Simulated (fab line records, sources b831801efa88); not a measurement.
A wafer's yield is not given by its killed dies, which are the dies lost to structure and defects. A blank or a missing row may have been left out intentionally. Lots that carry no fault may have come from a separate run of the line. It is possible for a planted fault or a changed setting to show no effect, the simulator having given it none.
Matching of chambers / flow gf180mcu / 4 sister chambers for GF_SAB_ETCH_11 on rie diel-01
The step etches SiO2 in C4F8/O2/Ar, target depth 55 nm, time 8.5 s. 16 wafers are shown with their chamber, then 8 later ones without.

WAFERS PAIRED WITH THEIR CHAMBERS
wafer=L078.1; chamber=2; oes product au (a.u.)=1.012
wafer=L078.2; chamber=3; oes product au (a.u.)=1.013
wafer=L078.3; chamber=1; oes product au (a.u.)=0.997
wafer=L078.4; chamber=0; oes product au (a.u.)=1.030
wafer=L078.5; chamber=0; oes product au (a.u.)=1.008
wafer=L078.6; chamber=3; oes product au (a.u.)=1.026
wafer=L080.1; chamber=3; oes product au (a.u.)=1.018
wafer=L080.2; chamber=0; oes product au (a.u.)=1.009
wafer=L080.3; chamber=2; oes product au (a.u.)=1.017
wafer=L080.4; chamber=2; oes product au (a.u.)=1.014
wafer=L080.5; chamber=3; oes product au (a.u.)=1.019
wafer=L080.6; chamber=0; oes product au (a.u.)=1.021
wafer=L083.1; chamber=0; oes product au (a.u.)=1.016
wafer=L083.2; chamber=1; oes product au (a.u.)=0.981
wafer=L083.3; chamber=2; oes product au (a.u.)=1.006
wafer=L083.4; chamber=3; oes product au (a.u.)=1.021

SIGNATURES, as means of the wafers listed above
reading=oes product au; chamber 0=1.01680; chamber 1=0.98900; chamber 2=1.01225; chamber 3=1.01940; scatter within a chamber=0.00715
Rule: distance of a wafer from a chamber = root of the sum over the readings of ((wafer's reading minus chamber's mean) / reading's scatter) squared. If the next closest chamber is less than 2 further off than the closest, the wafer can't be placed; otherwise it belongs to the closest. The scatter is the square root of a quotient: the sum, over the shown wafers, of each reading's squared deviation from its chamber's mean, divided by wafers minus chambers.

WAFERS WITH NO CHAMBER GIVEN
wafer=L083.5; oes product au (a.u.)=0.975
wafer=L083.6; oes product au (a.u.)=1.017
wafer=L087.1; oes product au (a.u.)=1.001
wafer=L087.2; oes product au (a.u.)=1.014
wafer=L087.3; oes product au (a.u.)=0.989
wafer=L087.4; oes product au (a.u.)=1.021
wafer=L087.5; oes product au (a.u.)=1.017
wafer=L087.6; oes product au (a.u.)=1.011

THE CHAMBER EACH PASSED THROUGH
wafer=L083.5; from the rows above=1; in truth=1
wafer=L083.6; from the rows above=can't be placed: 0 or 3 or 2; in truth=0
wafer=L087.1; from the rows above=can't be placed: 2 or 1 or 0 or 3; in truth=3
wafer=L087.2; from the rows above=can't be placed: 2 or 0 or 3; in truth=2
wafer=L087.3; from the rows above=1; in truth=1
wafer=L087.4; from the rows above=can't be placed: 3 or 0 or 2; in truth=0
wafer=L087.5; from the rows above=can't be placed: 0 or 3 or 2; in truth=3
wafer=L087.6; from the rows above=can't be placed: 2 or 0 or 3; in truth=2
Correctly placed: 2 of 8. From these rows, 6 cannot be placed; in 6 the true chamber is one of the candidates. 0 placed wrongly.
